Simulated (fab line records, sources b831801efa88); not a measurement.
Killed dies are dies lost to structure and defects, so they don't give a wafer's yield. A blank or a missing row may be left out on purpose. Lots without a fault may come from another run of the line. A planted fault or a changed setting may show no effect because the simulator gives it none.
A struck lot beside a sound one | flow sky130 | 28 steps out of a route of 708
Sound: wafers L537.1, L537.2, L537.4. Struck: wafer L535.1. (L535.5 of the same lot was not struck and is left out.) The cause comes at the end.
At each step with rows: each side's tool, then ch and its chambers, then its first start. Under that, the readings that differ: sound wafers | struck wafers | difference of the means | sigmas: that difference in standard deviations of wafers without a fault.
alike: readings whose means differ by less than 2 such deviations, and words and numbers that are the same on both sides. not compared: withheld readings, readings that some wafer has no value for, bounds like >300 that may hide the same value, and numbers for which the record gives no deviation and whose values overlap.
The two part at a step that has a row with sigmas, a row that says differs or no value, or rows on one side only. Numbers that don't overlap but have no deviation are shown without sigmas and don't part them. A reading that every wafer of one side lacks parts them only if that side has two wafers or more.

SKY_VIA2_SPUTTER_20: material TiN, target thk 20 nm, time 80 s.
  sound on pvd_sputter-01, day 42 00:39; struck on pvd_sputter-03, day 41 12:52
  reading                | sound          | struck | difference | sigmas
  throttle_valve_pct (%) | 31.0 31.7 31.2 | 28.4   | -2.9       | -2
SKY_VIA2_CVD_21: deposits W, target thk 420 nm, time 126.4 s.
  sound on cvd_w-02 ch 0,1, day 42 00:43; struck on cvd_w-02 ch 1, day 41 12:55
  alike: heater_power_w
SKY_VIA2_RS_MEAS_22: measures by four-point-probe.
  sound on film_metro-04, day 42 00:50; struck on film_metro-01, day 41 13:03
  alike: VIA2_W_RS
SKY_VIA2_THK_MEAS_23: measures by xrf.
  sound on film_metro-04, day 42 00:58; struck on film_metro-01, day 41 13:10
  alike: VIA2_W_THK
SKY_VIA2_CMP_24: polishes, stops on SiO2, t overpolish 20 s, target thk 0 nm.
  sound on cmp-02 ch 0,1,3, day 42 01:01; struck on cmp-02 ch 0, day 41 13:14
  reading             | sound          | struck | difference | sigmas
  motor_current_A (A) | 10.5 13.1 13.2 | 10.0   | -2.3       | -2
  alike: overpolish_run_s, slurry_filter_dp_kPa, time_to_endpoint_s
then, 3 steps without rows for these wafers: SKY_METAL3_SPUTTER_00 (material Ti, target thk 15 nm, time 10 s); SKY_METAL3_SPUTTER_01 (material TiN, target thk 20 nm, time 16.7 s); SKY_METAL3_SPUTTER_02 (material AlCu, target thk 735 nm, time 39.1 s).
SKY_METAL3_SPUTTER_03: material Ti, target thk 5 nm, time 3.3 s.
  sound on pvd_sputter-03, day 42 01:24; struck on pvd_sputter-01, day 41 13:37
  alike: throttle_valve_pct
SKY_METAL3_SPUTTER_04: material TiN, target thk 70 nm, time 58.3 s.
  sound on pvd_sputter-03, day 42 01:25; struck on pvd_sputter-01, day 41 13:38
  alike: throttle_valve_pct
then, 1 step without rows for these wafers: SKY_CAPM_CVD_00 (deposits SiO2, target thk 15.5 nm).
SKY_CAPM_THK_MEAS_01:
  sound on film_metro-03, day 42 01:29; struck on film_metro-01, day 41 13:43
  alike: CAPM_CVD_00_THK
SKY_CAPM_SPUTTER_02: material TiN, target thk 200 nm, time 166.7 s.
  sound on pvd_sputter-01, day 42 01:33; struck on pvd_sputter-02, day 41 13:47
  reading                                  | sound         | struck | difference | sigmas
  model.TiN_of_CAPM_SPUTTER_02.thk_nm (nm) | 202.9 201 201 | 230.3  | +28.7      |
  alike: throttle_valve_pct
SKY_CAPM_RS_MEAS_03: measures by four-point-probe.
  sound on film_metro-01, day 42 01:40; struck on film_metro-03, day 41 13:53
  reading              | sound          | struck | difference | sigmas
  CAPM_TIN_RS (ohm/sq) | 6.81 6.90 6.88 | 5.99   | -0.87      | -9
SKY_CAPM_THK_MEAS_04: measures by xrf.
  sound on film_metro-01, day 42 01:47; struck on film_metro-03, day 41 14:00
  reading           | sound       | struck | difference | sigmas
  CAPM_TIN_THK (nm) | 205 202 203 | 229    | +26        | +8
then, 7 steps without rows for these wafers: SKY_CAPM_DEHYDRATE_05 (time 60 s); SKY_CAPM_HMDS_06 (prime time 60 s); SKY_CAPM_COAT_07 (resist thk 1140 nm); SKY_CAPM_SOFTBAKE_08 (time 60 s); SKY_CAPM_EXPOSE_09 (exposes mask CAPM, target cd 1000 nm); SKY_CAPM_PEB_10; SKY_CAPM_DEVELOP_11 (develop time 60 s).
SKY_CAPM_OVL_MEAS_12:
  sound on overlay-01, day 43 01:09; struck on overlay-01, day 42 13:45
  alike: CAPM_OVL
SKY_CAPM_METAL_ETCH_13: etches TiN in Cl2/BCl3, stops on SiO2, target depth 220 nm, time 62.9 s.
  sound on rie_metal-02 ch 0,1, day 43 01:11; struck on rie_metal-02 ch 1, day 42 13:47
  reading                | sound                | struck | difference | sigmas
  oes_product_au (a.u.)  | 0.946 0.938 0.949    | 1.002  | +0.058     | +6
  throttle_valve_pct (%) | 21.899 21.887 21.900 | 21.862 | -0.033     | -3
  alike: bcl3_flow_sccm, drypump_motor_current_A
  not compared: rf_hours_counter_h
then, 1 step without rows for these wafers: SKY_CAPM_STRIP_14 (strips in O2/N2).
SKY_CAPM_STRIP_15: strips in post etch residue remover, time 1200 s.
  sound on wet_bench-01 ch 0, day 43 01:22; struck on wet_bench-02 ch 0, day 42 13:58
  reading                                  | sound             | struck | difference | sigmas
  model.TiN_of_CAPM_SPUTTER_02.thk_nm (nm) | 202.5 200.5 200.6 | 229.9  | +28.7      |
then, 1 step without rows for these wafers: SKY_CAPM_CLEAN_16 (cleans in IPA, time 180 s).
-- the record jumps here: 8 days lie between the struck wafers' starts before and after (it left off in module CAPM and takes up again in module PAD_OPEN, whose first step shown is number 708 of the route) --
SKY_PAD_OPEN_PROBE_99:
  sound on prober-02, day 50 13:37; struck on prober-02, day 50 04:40
  reading                  | sound          | struck | difference | sigmas
  defect_limited_yield (%) | 83.5 78.7 81.1 | 11.8   | -69.3      | -41
  killed_at_other          | 0 1 0          | 339    | +339       | +99 or more
  killed_dies              | 81 105 93      | 434    | +341       | +42
  killed_on_rim            | 14 11 18       | 63     | +49        | +13
  alike: killed_at_M0_to_M3, killed_at_M4_up, killed_at_contacts, killed_at_front_end, killed_open, killed_short

WHERE THEY PART
First at SKY_VIA2_SPUTTER_20; last, within this record, at SKY_PAD_OPEN_PROBE_99.

WHY: what the simulator had put in
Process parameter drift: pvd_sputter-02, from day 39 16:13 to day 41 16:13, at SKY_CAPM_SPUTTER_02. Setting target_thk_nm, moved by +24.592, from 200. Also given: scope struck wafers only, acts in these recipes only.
